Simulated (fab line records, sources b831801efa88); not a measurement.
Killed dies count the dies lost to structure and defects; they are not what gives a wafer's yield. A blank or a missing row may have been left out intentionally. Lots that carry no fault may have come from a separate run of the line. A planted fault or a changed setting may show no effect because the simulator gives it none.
Split-lot trial / flow sky130 / route with 708 steps; 5 lots, 23 wafers read

THE SPLIT ITSELF
At SKY_NWELL_IMPLANT_24, the setting energy kev was moved away from the recipe's 140 on 8 of the 23 wafers read, by -3.2% to +3.9%. All remaining wafers had this setting at the recipe value.

The reading comes from the split's own step.

THE READING
In nm, at SKY_NWELL_IMPLANT_24: implant.drp nm, which is the simulator's own figure and was read by no gauge. No usual value for it is given in the file.

wafer=L074.1; tool, chamber at the split=implanter-02, 0; energy kev as run=145.5; against the recipe=+3.9%; implant.drp nm, nm=96.85; against lot-mates on the recipe=+1.38
wafer=L074.2; tool, chamber at the split=implanter-02, 0; energy kev as run=145.5; against the recipe=+3.9%; implant.drp nm, nm=96.85; against lot-mates on the recipe=+1.38
wafer=L074.4; tool, chamber at the split=implanter-02, 0; energy kev as run=145.5; against the recipe=+3.9%; implant.drp nm, nm=96.85; against lot-mates on the recipe=+1.38
wafer=L074.3; tool, chamber at the split=implanter-02, 0; energy kev as run=140; against the recipe=recipe; implant.drp nm, nm=95.47; against lot-mates on the recipe=-
wafer=L074.6; tool, chamber at the split=implanter-02, 0; energy kev as run=140; against the recipe=recipe; implant.drp nm, nm=95.47; against lot-mates on the recipe=-
wafer=L077.1; tool, chamber at the split=implanter-02, 0; energy kev as run=140; against the recipe=recipe; implant.drp nm, nm=95.47; against lot-mates on the recipe=-
wafer=L077.2; tool, chamber at the split=implanter-02, 0; energy kev as run=140; against the recipe=recipe; implant.drp nm, nm=95.47; against lot-mates on the recipe=-
wafer=L077.4; tool, chamber at the split=implanter-02, 0; energy kev as run=140; against the recipe=recipe; implant.drp nm, nm=95.47; against lot-mates on the recipe=-
wafer=L077.5; tool, chamber at the split=implanter-02, 0; energy kev as run=135.5; against the recipe=-3.2%; implant.drp nm, nm=94.27; against lot-mates on the recipe=-1.20
wafer=L077.6; tool, chamber at the split=implanter-02, 0; energy kev as run=135.5; against the recipe=-3.2%; implant.drp nm, nm=94.27; against lot-mates on the recipe=-1.20
wafer=L081.1; tool, chamber at the split=implanter-04, 0; energy kev as run=140; against the recipe=recipe; implant.drp nm, nm=95.47; against lot-mates on the recipe=-
wafer=L081.2; tool, chamber at the split=implanter-04, 0; energy kev as run=140; against the recipe=recipe; implant.drp nm, nm=95.47; against lot-mates on the recipe=-
wafer=L081.3; tool, chamber at the split=implanter-04, 0; energy kev as run=144.2; against the recipe=+3.0%; implant.drp nm, nm=96.53; against lot-mates on the recipe=+1.06
wafer=L081.4; tool, chamber at the split=implanter-04, 0; energy kev as run=144.2; against the recipe=+3.0%; implant.drp nm, nm=96.53; against lot-mates on the recipe=+1.06
wafer=L081.5; tool, chamber at the split=implanter-04, 0; energy kev as run=144.2; against the recipe=+3.0%; implant.drp nm, nm=96.53; against lot-mates on the recipe=+1.06
wafer=L084.2; tool, chamber at the split=implanter-04, 0; energy kev as run=140; against the recipe=recipe; implant.drp nm, nm=95.47; against lot-mates on the recipe=-
wafer=L084.3; tool, chamber at the split=implanter-04, 0; energy kev as run=140; against the recipe=recipe; implant.drp nm, nm=95.47; against lot-mates on the recipe=-
wafer=L084.4; tool, chamber at the split=implanter-04, 0; energy kev as run=140; against the recipe=recipe; implant.drp nm, nm=95.47; against lot-mates on the recipe=-
wafer=L084.5; tool, chamber at the split=implanter-04, 0; energy kev as run=140; against the recipe=recipe; implant.drp nm, nm=95.47; against lot-mates on the recipe=-
wafer=L084.6; tool, chamber at the split=implanter-04, 0; energy kev as run=140; against the recipe=recipe; implant.drp nm, nm=95.47; against lot-mates on the recipe=-
wafer=L085.1; tool, chamber at the split=implanter-02, 0; energy kev as run=140; against the recipe=recipe; implant.drp nm, nm=95.47; against lot-mates on the recipe=-
wafer=L085.3; tool, chamber at the split=implanter-02, 0; energy kev as run=140; against the recipe=recipe; implant.drp nm, nm=95.47; against lot-mates on the recipe=-
wafer=L085.6; tool, chamber at the split=implanter-02, 0; energy kev as run=140; against the recipe=recipe; implant.drp nm, nm=95.47; against lot-mates on the recipe=-

THE FIT
A straight line over all 23 wafers: implant.drp nm changes by +0.358 nm for each +1% of energy kev; r = +1.00; the points scatter about the line by 0.016 nm.
The same after taking each lot's own level away (the mean of its wafers on the recipe; 23 wafers): +0.358 nm for each +1%; r = +1.00; scatter 0.016 nm.
According to that fit, moving energy kev by its largest amount changes the reading by 1.4 nm.
The lots' own levels span 95.470 to 95.470 nm.
The two slopes agree, so the slope changes little with the lot-to-lot level.
Check: for one of the wafers moved furthest among these (+3.9%), held out of the fit, the line's prediction against its lot-mates is +1.4 nm. Against them it came out at +1.38 nm.

OTHER SPLITS APPLIED TO THESE WAFERS
These wafers also went through other splits before the reading. Each is held against what the fit with the lots' levels taken away leaves over:
other split on the same wafers=SKY_FIELD_ISO_CVD_03 time s; wafers away from the commonest value=18; r with implant.drp nm (lot level and that fit taken away)=-0.09
other split on the same wafers=SKY_FIELD_ISO_SOFTBAKE_09 temp c; wafers away from the commonest value=5; r with implant.drp nm (lot level and that fit taken away)=-0.03
other split on the same wafers=SKY_DNWELL_COAT_02 spin rpm; wafers away from the commonest value=10; r with implant.drp nm (lot level and that fit taken away)=-0.25
other split on the same wafers=SKY_NWELL_IMPLANT_11 energy kev; wafers away from the commonest value=8; r with implant.drp nm (lot level and that fit taken away)=+0.19

FILE'S OWN FIT
implant.drp nm changes by +0.358 nm for each +1% of energy kev, r = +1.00.
